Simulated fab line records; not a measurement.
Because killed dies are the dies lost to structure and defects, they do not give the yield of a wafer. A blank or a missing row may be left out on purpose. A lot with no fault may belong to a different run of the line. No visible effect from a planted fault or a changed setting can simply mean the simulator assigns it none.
Struck lot and sound lot, side by side	flow sky130	15 out of 708 route steps
Sound: wafers L206.2, L206.4, L206.5. Wafers L200.3, L200.5, L200.6 were the ones struck. Last of all comes the cause.
Per side, at each step with rows, come the tool, then ch with its chambers, and then its first start. Under that, the readings that differ: sound wafers	struck wafers	difference of the means	sigmas: that difference in standard deviations of wafers without a fault.
alike: same words and numbers on both sides, and readings whose means sit less than 2 such deviations apart. not compared: any withheld reading, any reading some wafer has no value for, any bound like >300 that may hide the same value, and any number with overlapping values for which the record gives no deviation.
Wherever a step has rows on one side only, a row that says differs or no value, or a row with sigmas, the two part there. When numbers do not overlap yet have no deviation, they are printed without sigmas and do not part them. Lack of a reading on every wafer of one side parts them only where that side has two or more wafers.

SKY_CAP2M_METAL_ETCH_13: etches TiN in Cl2/BCl3, stops on SiO2, target depth 220 nm, time 62.9 s.
  sound on rie metal-02 ch 0,1, day 43 03:59; struck on rie metal-03 ch 0,1, day 41 06:06
reading	sound	struck	difference	sigmas
throttle valve pct (%)	21.896 21.905 21.901	21.885 21.875 21.872	-0.023	-2
  alike: drypump motor current A, oes product au
  not compared: rf hours counter h
SKY_CAP2M_STRIP_14: strips in O2/N2.
  sound on plasma asher-02 ch 0,1, day 43 04:04; struck on plasma asher-04 ch 0,1, day 41 06:11
  alike: drypump motor current A, oes product au, strip time to endpoint s
  not compared: rf hours counter h
then, 10 steps without rows for these wafers: SKY_CAP2M_STRIP_15 (strips in post etch residue remover, time 1200 s); SKY_CAP2M_CLEAN_16 (cleans in IPA, time 180 s); SKY_CAP2M_CLEAN_17 (cleans in O3/DIW); SKY_METAL4_DEHYDRATE_05 (time 60 s); SKY_METAL4_HMDS_06 (prime time 60 s); SKY_METAL4_COAT_07 (resist thk 60 nm); SKY_METAL4_COAT_08 (resist thk 1140 nm); SKY_METAL4_SOFTBAKE_09 (time 90 s); SKY_METAL4_EXPOSE_10 (exposes mask MM4, target cd 300 nm); SKY_METAL4_PEB_11.
SKY_METAL4_DEVELOP_12: develop time 60 s.
  sound on litho track-04 ch 0, day 44 02:00; struck on litho track-02 ch 0, day 42 08:00
reading	sound	struck	difference	sigmas
developer temp C (C)	21.05 20.96 21.02	21.75 21.59 21.75	+0.69	+6
SKY_METAL4_CD_MEAS_13: the cd target is 300 nm.
  sound on cd sem-01, day 44 02:20; struck on cd sem-02, day 42 08:32
  alike: cd nm
-- the record jumps here: 4 days lie between the struck wafers' starts before and after (it left off in module METAL4 and takes up again in module PAD_OPEN, whose first step shown is number 708 of the route) --
SKY_PAD_OPEN_PROBE_99:
  record: rows for the struck wafers here (prober-02, day 46 03:22), none for the sound ones

WHERE THEY PART
First at SKY_CAP2M_METAL_ETCH_13; last, within this record, at SKY_PAD_OPEN_PROBE_99.

WHY: whatever the simulator had introduced
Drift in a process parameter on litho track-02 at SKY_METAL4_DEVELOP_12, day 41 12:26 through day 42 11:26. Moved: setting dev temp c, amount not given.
